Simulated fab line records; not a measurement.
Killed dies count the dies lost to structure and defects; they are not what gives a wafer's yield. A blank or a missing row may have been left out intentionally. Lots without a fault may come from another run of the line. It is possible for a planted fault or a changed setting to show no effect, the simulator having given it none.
Comparing a struck lot with a sound one | flow gf180mcu | 14 out of 602 route steps
Sound: these wafers, L482.3, L482.4, L482.6. The struck wafers were L476.4, L476.5, L476.6. The cause comes at the end.
Per side, at each step with rows, come the tool, then ch with its chambers, and then its first start. Under that, the readings that differ: sound wafers | struck wafers | difference of the means | sigmas: that difference in standard deviations of wafers without a fault.
alike: same words and numbers on both sides, and readings whose means sit less than 2 such deviations apart. not compared: any withheld reading, any reading some wafer has no value for, any bound like >300 that may hide the same value, and any number with overlapping values for which the record gives no deviation.
The two part at a step that has a row with sigmas, a row that says differs or no value, or rows on one side only. Numbers that have no deviation but don't overlap get no sigmas and don't part them. A reading that every wafer of one side lacks parts them only if that side has two wafers or more.

GF_HV_LDD_RTA_52: time 10 s.
  sound on rtp anneal-01 ch 0, day 19 20:38; struck on rtp anneal-02 ch 0, day 18 02:35
  alike: lamp power pct, wafer_temp_C_max
GF_HV_LDD_RS_MEAS_53: a four-point-probe measurement.
  sound on film metro-01, day 19 20:43; struck on film metro-01, day 18 02:41
  alike: HV_LDD_RS
then, 1 step without rows for these wafers: GF_HV_LDD_CVD_54 (deposits SiO2 from TEOS, target thk 10 nm, time 75 s).
GF_HV_LDD_THK_MEAS_55:
  sound on film metro-01, day 19 21:50; struck on film metro-03, day 18 03:48
  alike: HV_LDD_CVD_54_THK
then, 1 step without rows for these wafers: GF_HV_LDD_CVD_56 (deposits Si3N4 from DCS/NH3, target thk 90 nm, time 1543 s).
GF_HV_LDD_THK_MEAS_57:
  sound on film metro-03, day 19 23:20; struck on film metro-01, day 18 05:17
  alike: HV_LDD_CVD_56_THK
GF_HV_LDD_ETCHBACK_58: etches Si3N4 in CH3F/O2, stops on SiO2, time 100 s, target depth 90 nm.
  sound on rie diel-03 ch 0,2,3, day 19 23:22; struck on rie diel-01 ch 2,3, day 18 05:19
  alike: drypump motor current A, oes product au, throttle valve pct
  not compared: rf hours counter h
then, 5 steps without rows for these wafers: GF_NSD_DEHYDRATE_00 (time 60 s); GF_NSD_HMDS_01 (prime time 60 s); GF_NSD_COAT_02 (resist thk 1000 nm); GF_NSD_SOFTBAKE_03 (time 60 s); GF_NSD_EXPOSE_04 (exposes mask Nplus, target cd 400 nm).
GF_NSD_PEB_05:
  sound on litho track-03 ch 0, day 20 21:53; struck on litho track-02, day 19 03:35
  reading         | sound          | struck | difference                    | sigmas
  exhaust pa (Pa) | 46.9 47.6 45.9 | - - -  | no value on the struck wafers |
  not compared: chill plate temp C
then, 1 step without rows for these wafers: GF_NSD_DEVELOP_06 (develop time 60 s).

WHERE THEY PART
Within this record, at GF_NSD_PEB_05 only.

WHY: whatever the simulator had introduced
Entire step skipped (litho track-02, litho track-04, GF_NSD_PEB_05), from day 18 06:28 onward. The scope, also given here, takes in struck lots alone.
